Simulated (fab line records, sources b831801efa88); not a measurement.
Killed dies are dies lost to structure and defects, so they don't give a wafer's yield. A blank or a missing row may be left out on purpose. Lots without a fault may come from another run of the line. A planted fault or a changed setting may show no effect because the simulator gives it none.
Which tool did it? | flow sky130 | 12 lots, 36 wafers sampled, at 5 steps of a route of 708

WHAT THE GAUGES READ, wafer by wafer
SKY_POLY_GATE_THK_MEAS_04.
lot  | measured     | on            | POLY_GATE_CVD_03_THK (nm)
L849 | day 16 17:35 | film_metro-04 | 76.0 76.4 76.8
L850 | day 17 03:11 | film_metro-02 | 75.6 75.3 74.9
L851 | day 17 13:50 | film_metro-03 | 74.6 75.0 74.9
L852 | day 17 22:02 | film_metro-04 | 75.0 75.1 75.1
L853 | day 18 09:23 | film_metro-03 | 74.5 75.0 74.6
L856 | day 19 16:12 | film_metro-03 | 74.7 75.0 74.6
L858 | day 20 09:43 | film_metro-04 | 74.2 74.9 74.3
L862 | day 21 10:23 | film_metro-03 | 76.7 76.2 76.8
L864 | day 22 13:29 | film_metro-02 | 75.3 75.1 75.7
L865 | day 22 19:24 | film_metro-03 | 74.8 75.1 75.5
L866 | day 23 06:34 | film_metro-02 | 75.8 75.6 75.4
L867 | day 23 11:14 | film_metro-03 | 74.9 75.7 75.3

SKY_LDD_LDN_TW_MEAS_13.
lot  | measured     | on            | LDD_LDN_TW
L849 | day 24 10:36 | film_metro-01 | 1485 1474 1481
L850 | day 24 21:01 | film_metro-01 | 1577 1577 1585
L851 | day 25 05:45 | film_metro-02 | 1489 1489 1495
L852 | day 25 15:48 | film_metro-02 | 1486 1487 1491
L853 | day 26 02:48 | film_metro-01 | 1483 1483 1485
L856 | day 27 04:32 | film_metro-03 | 1563 1565 1563
L858 | day 28 00:19 | film_metro-02 | 1590 1579 1582
L862 | day 28 20:30 | film_metro-02 | 1489 1488 1481
L864 | day 29 22:48 | film_metro-02 | 1478 1482 1486
L865 | day 30 03:52 | film_metro-01 | 1484 1483 1492
L866 | day 30 14:34 | film_metro-02 | 1490 1493 1494
L867 | day 30 17:10 | film_metro-01 | 1475 1483 1483

WHICH TOOL RAN EACH LOT (tool, then ch and the chambers of the sampled wafers, then the start)
lot  | SKY_LDD_HVP_STRIP_09                 | SKY_LDD_LDN_IMPLANT_08          | SKY_LDD_LDN_STRIP_12
L849 | plasma_asher-02 ch 0,1, day 23 04:15 | implanter-04 ch 0, day 24 09:54 | plasma_asher-02 ch 0,1, day 24 10:30
L850 | plasma_asher-03 ch 0,1, day 23 14:36 | implanter-03 ch 0, day 24 20:00 | plasma_asher-01 ch 0,1, day 24 20:55
L851 | plasma_asher-03 ch 0,1, day 24 00:03 | implanter-04 ch 0, day 25 05:03 | plasma_asher-02 ch 0,1, day 25 05:39
L852 | plasma_asher-03 ch 0,1, day 24 10:21 | implanter-02 ch 0, day 25 15:06 | plasma_asher-02 ch 0,1, day 25 15:42
L853 | plasma_asher-02 ch 0,1, day 24 21:21 | implanter-02 ch 0, day 26 02:06 | plasma_asher-03 ch 0,1, day 26 02:42
L856 | plasma_asher-04 ch 0,1, day 25 22:30 | implanter-04 ch 0, day 27 03:31 | plasma_asher-03 ch 0,1, day 27 04:25
L858 | plasma_asher-02 ch 0, day 26 18:00   | implanter-03 ch 0, day 27 23:18 | plasma_asher-03 ch 1, day 28 00:13
L862 | plasma_asher-04 ch 0,1, day 27 15:33 | implanter-03 ch 0, day 28 19:48 | plasma_asher-01 ch 0,1, day 28 20:24
L864 | plasma_asher-04 ch 0,1, day 28 17:52 | implanter-02 ch 0, day 29 22:06 | plasma_asher-01 ch 0,1, day 29 22:42
L865 | plasma_asher-04 ch 0,1, day 28 22:53 | implanter-02 ch 0, day 30 03:12 | plasma_asher-03 ch 0,1, day 30 03:47
L866 | plasma_asher-03 ch 0,1, day 29 09:50 | implanter-04 ch 0, day 30 13:54 | plasma_asher-02 ch 0,1, day 30 14:29
L867 | plasma_asher-02 ch 0,1, day 29 13:06 | implanter-04 ch 0, day 30 16:29 | plasma_asher-02 ch 0,1, day 30 17:03
- SKY_LDD_HVP_STRIP_09: strips in O2/N2.
- SKY_LDD_LDN_IMPLANT_08
- SKY_LDD_LDN_STRIP_12: strips in O2/N2.

WHAT THE TOOLS THEMSELVES READ (means of the sampled wafers that have a number; where no wafer has one, the mark that the record gives instead)
SKY_LDD_HVP_STRIP_09.
lot  | tool            | drypump_motor_current_A (A) | o2_flow_sccm (sccm) | oes_product_au (a.u.) | strip_time_to_endpoint_s (s)
L849 | plasma_asher-02 | 5.4                         | 3006                | 0.406                 | 4.142
L850 | plasma_asher-03 | 6.2                         | 2994                | 0.407                 | 4.120
L851 | plasma_asher-03 | 6.2                         | 3002                | 0.407                 | 4.107
L852 | plasma_asher-03 | 6.2                         | 3000                | 0.407                 | 4.137
L853 | plasma_asher-02 | 5.6                         | 2989                | 0.411                 | 4.129
L856 | plasma_asher-04 | 6.2                         | 3000                | 0.407                 | 4.135
L858 | plasma_asher-02 | 5.9                         | 3004                | 0.412                 | 4.123
L862 | plasma_asher-04 | 6.2                         | 3003                | 0.408                 | 4.121
L864 | plasma_asher-04 | 5.9                         | 2995                | 0.410                 | 4.145
L865 | plasma_asher-04 | 6.0                         | 2996                | 0.404                 | 4.128
L866 | plasma_asher-03 | 6.2                         | 3005                | 0.413                 | 4.152
L867 | plasma_asher-02 | 5.4                         | 2996                | 0.412                 | 4.139

SKY_LDD_LDN_IMPLANT_08.
lot  | tool         | beam_energy_keV | end_station_pressure_torr (Torr)
L849 | implanter-04 | 14.997          | 5.23e-06
L850 | implanter-03 | 15.003          | 5.06e-06
L851 | implanter-04 | 14.994          | 5.01e-06
L852 | implanter-02 | 15.002          | 4.96e-06
L853 | implanter-02 | 15.006          | 5.07e-06
L856 | implanter-04 | 15.002          | 5.11e-06
L858 | implanter-03 | 15.004          | 5.01e-06
L862 | implanter-03 | 15.000          | 5.02e-06
L864 | implanter-02 | 15.002          | 5.06e-06
L865 | implanter-02 | 14.999          | 5.06e-06
L866 | implanter-04 | 15.000          | 5.26e-06
L867 | implanter-04 | 15.005          | 4.87e-06

SKY_LDD_LDN_STRIP_12.
lot  | tool            | drypump_motor_current_A (A) | o2_flow_sccm (sccm) | oes_product_au (a.u.) | strip_time_to_endpoint_s (s)
L849 | plasma_asher-02 | 5.3                         | 3002                | 0.715                 | 14.15
L850 | plasma_asher-01 | 5.2                         | 2996                | 0.712                 | 14.17
L851 | plasma_asher-02 | 5.4                         | 2997                | 0.716                 | 14.19
L852 | plasma_asher-02 | 5.3                         | 3005                | 0.710                 | 14.16
L853 | plasma_asher-03 | 6.2                         | 3001                | 0.715                 | 14.17
L856 | plasma_asher-03 | 6.2                         | 2986                | 0.719                 | 14.18
L858 | plasma_asher-03 | 6.2                         | 2995                | 0.713                 | 14.16
L862 | plasma_asher-01 | 5.5                         | 2994                | 0.709                 | 14.21
L864 | plasma_asher-01 | 5.5                         | 3002                | 0.711                 | 14.19
L865 | plasma_asher-03 | 6.2                         | 2997                | 0.717                 | 14.14
L866 | plasma_asher-02 | 5.4                         | 2986                | 0.717                 | 14.26
L867 | plasma_asher-02 | 5.6                         | 2994                | 0.710                 | 14.22

THE ANSWER, worked out from the rows above alone
Rule: what is usual is taken from the lots themselves. Put in order of their means at a reading, lots are off if they are a third of the lots or fewer, leave a main group of 4 or more, and stand apart from it by a gap of 3 or more times the standard deviation of the main group's means; of several such gaps the widest counts. A main group whose means are all the same, to the digits that the tables above print for the reading, isn't used. A lot without any number at a reading at which 4 lots or more have one is off too. The other lots that the step has rows for count as sound. The gauges are gone through in route order, then the tools' own readings, and for those a lot's mean is taken as printed above. The first step at which some lot is off is used, and at that step the reading that is off furthest; a lot without a number counts as furthest.
Off: L850, L856, L858, at SKY_LDD_LDN_TW_MEAS_13 (LDD_LDN_TW). The main group: mean 1486, standard deviation 4.2.
A tool fits if, at a process step before that reading, it ran every lot that is off, and no sound lot after the first of them. The gauges at SKY_LDD_LDN_TW_MEAS_13 are tried like those tools. None of those tried fits.

WHAT THE SIMULATOR HAD PUT IN
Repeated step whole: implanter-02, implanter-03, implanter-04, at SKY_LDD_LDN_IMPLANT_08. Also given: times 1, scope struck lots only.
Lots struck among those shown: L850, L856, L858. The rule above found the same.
